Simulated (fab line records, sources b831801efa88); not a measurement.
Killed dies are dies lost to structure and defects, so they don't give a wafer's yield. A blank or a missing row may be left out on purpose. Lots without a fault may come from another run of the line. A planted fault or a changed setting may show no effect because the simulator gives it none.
A struck lot beside a sound one | flow sky130 | 15 steps out of a route of 708
Sound: wafers L393.1, L393.4, L393.5. Struck: wafer L384.1. (L384.3 of the same lot was not struck and is left out.) The cause comes at the end.
At each step with rows: each side's tool, then ch and its chambers, then its first start. Under that, the readings that differ: sound wafers | struck wafers | difference of the means | sigmas: that difference in standard deviations of wafers without a fault.
alike: readings whose means differ by less than 2 such deviations, and words and numbers that are the same on both sides. not compared: withheld readings, readings that some wafer has no value for, bounds like >300 that may hide the same value, and numbers for which the record gives no deviation and whose values overlap.
The two part at a step that has a row with sigmas, a row that says differs or no value, or rows on one side only. Numbers that don't overlap but have no deviation are shown without sigmas and don't part them. A reading that every wafer of one side lacks parts them only if that side has two wafers or more.

SKY_METAL1_STRIP_20: strips in O2/N2.
  sound on plasma_asher-02 ch 1, day 38 14:36; struck on plasma_asher-02 ch 1, day 34 12:00
  reading               | sound             | struck | difference | sigmas
  oes_product_au (a.u.) | 0.342 0.337 0.340 | 0.351  | +0.011     | +3
  alike: drypump_motor_current_A, strip_time_to_endpoint_s
  not compared: rf_hours_counter_h
then, 4 steps without rows for these wafers: SKY_METAL1_STRIP_21 (strips in post etch residue remover, time 1200 s); SKY_METAL1_CLEAN_22 (cleans in IPA, time 180 s); SKY_METAL1_CLEAN_23 (cleans in O3/DIW); SKY_VIA1_HDPCVD_00 (deposits SiO2, target thk 1030 nm, time 171.7 s).
SKY_VIA1_THK_MEAS_01:
  sound on film_metro-03, day 38 15:19; struck on film_metro-02, day 34 12:43
  alike: VIA1_HDPCVD_THK
SKY_VIA1_CMP_02: polishes SiO2.
  sound on cmp-01 ch 0,2, day 38 15:25; struck on cmp-01 ch 2, day 34 12:46
  alike: motor_current_A
SKY_VIA1_BOW_MEAS_03:
  sound on film_metro-02, day 38 15:40; struck on film_metro-04, day 34 13:04
  alike: VIA1_BOW
then, 4 steps without rows for these wafers: SKY_VIA1_DEHYDRATE_04 (time 60 s); SKY_VIA1_HMDS_05 (prime time 60 s); SKY_VIA1_COAT_06 (resist thk 60 nm); SKY_VIA1_COAT_07 (resist thk 450 nm).
SKY_VIA1_SOFTBAKE_08: time 90 s.
  sound on litho_track-01 ch 0, day 39 05:00; struck on litho_track-02 ch 0, day 35 02:00
  reading          | sound                | struck | difference | sigmas
  run_length_s (s) | 119.54 119.81 119.51 | 137.49 | +17.87     | +78
then, 1 step without rows for these wafers: SKY_VIA1_EXPOSE_09 (exposes mask VIM, target cd 150 nm).
-- the record jumps here: 12 days lie between the struck wafers' starts before and after (it left off in module VIA1 and takes up again in module PAD_OPEN, whose first step shown is number 708 of the route) --
SKY_PAD_OPEN_PROBE_99:
  sound on prober-01, day 50 02:29; struck on prober-02, day 47 03:42
  reading                  | sound     | struck | difference | sigmas
  sort_bin_3_pad_short (%) | 0.8 0 0.6 | 1.4    | +0.9       | +2
  alike: defect_limited_yield, killed_at_M0_to_M3, killed_at_M4_up, killed_at_contacts, killed_at_front_end, killed_at_other, killed_dies, killed_open, killed_short, sort_bin_5_function, sort_bin_6_memory, sort_n_pass, sort_yield_pct

WHERE THEY PART
First at SKY_METAL1_STRIP_20; last, within this record, at SKY_PAD_OPEN_PROBE_99.

WHY: what the simulator had put in
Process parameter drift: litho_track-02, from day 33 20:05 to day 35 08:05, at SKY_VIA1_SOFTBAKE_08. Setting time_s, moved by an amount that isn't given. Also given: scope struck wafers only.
